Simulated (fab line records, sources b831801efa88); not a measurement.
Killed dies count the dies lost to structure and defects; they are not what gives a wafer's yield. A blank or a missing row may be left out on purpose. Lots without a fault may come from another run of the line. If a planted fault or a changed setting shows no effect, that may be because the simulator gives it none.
Code-filled problem report in 8D (eight disciplines) form	flow gf180mcu	the parts of the form that need people (team, actions taken, sign-off) are left out

## 1. PROBLEM STATEMENT
PSD_TW at GF_PSD_TW_MEAS_11 reads a mean of 2801 on 6 wafers of 2 lots; wafers without a fault read 3176 with a standard deviation of 14. Measured from the usual mean, that is -27 standard deviations.
Seen first at day 21 09:58 on filmMetro-03, wafer L227.1. The record holds 30 wafers of 10 lots with a number at this step. Rule for "out" (also "out of limits"): further than 4 standard deviations from the usual mean. The rest of the wafers with a number are treated as sound.

## 2. WHAT THIS IS AND IS NOT
question	is	is not
which readings at this step	PSD_TW	-
which lots	L227, L229	L208, L209, L212, L213, L214, L217, L219, L230
which wafers of those lots	all that have a number	-
read on which gauges	filmMetro-03, filmMetro-04	filmMetro-01
when	from day 21 09:58	up to then (21 sound wafers); but 3 sound wafers of L230 came after

## 3. WHAT RULES OUT EACH SUSPECT
Counting: any tool at a process step up to the reading is kept as a suspect provided that every lot that is out went through it and no sound lot did after the first of them.
- the gauge at GF_PSD_TW_MEAS_11: ruled out. Those wafers that are out were read across 2 gauges (filmMetro-03, filmMetro-04).
- implanter-03 at GF_PSD_IMPLANT_09: kept. All lots that are out passed through it, beginning with L227 at day 21 09:43, and no sound lot followed; its final sound lot before that point was L219 at day 18 16:16. Its own doseIonsCm2, endStationPressureTorr, faradayCurrentUA readings are out on those wafers.
The count leaves implanter-03 at GF_PSD_IMPLANT_09.

## 4. THE CAUSE (what the simulator had put in)
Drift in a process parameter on implanter-03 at GF_PSD_IMPLANT_09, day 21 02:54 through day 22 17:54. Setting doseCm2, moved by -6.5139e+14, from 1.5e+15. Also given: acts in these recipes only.
After counting, this tool was the only one left.

## 5. THE CHAIN OF EFFECTS, in route order
Each row: a reading whose mean over the struck wafers that have a number lies more than 3 standard deviations from the usual. Only readings whose record carries a usual standard deviation are examined. hours: median over the lots of the time between each lot's start at the first step of this table that gives one and its start at this step. sigmas: the change, counted in usual standard deviations.
hours	step	reading	usual	on struck wafers	change	sigmas
0	GF_PSD_IMPLANT_09	doseIonsCm2	1.5002e+15	8.4845e+14	-6.5175e+14	-99 or more
0	GF_PSD_IMPLANT_09	endStationPressureTorr	1.17e-05 Torr	8.47e-06	-3.23e-06	-5.4
0	GF_PSD_IMPLANT_09	faradayCurrentUA	8264	4718	-3546	-22
0	GF_PSD_STRIP_10	oesProductAu	0.591 a.u.	0.634	+0.043	+9.8
0	GF_PSD_STRIP_10	stripTimeToEndpointS	16.54 s	14.83	-1.71	-38
0	GF_PSD_TW_MEAS_11	PSD_TW	3176	2801	-375	-27
1	GF_PSD_RS_MEAS_15	PSD_RS	108.6 ohm/sq	148.9	+40.3	+99 or more
Its process steps:
- GF_PSD_IMPLANT_09
- GF_PSD_STRIP_10: strips in O2/N2.

## 6. HOW IT WOULD HAVE BEEN CAUGHT EARLIER
In this record the first reading out of limits at a measuring or inspecting step was taken at day 21 09:58, 7 hours after the fault began at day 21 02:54.
Tool's own readings at GF_PSD_IMPLANT_09, doseIonsCm2, endStationPressureTorr, faradayCurrentUA: out on all struck wafers the step has rows for; an alarm limit on them would have tripped on the first.
Of the lots that are out (2), L229 began GF_PSD_IMPLANT_09 on implanter-03 after day 21 09:58. Had the tool been put on hold then, it would have been spared.
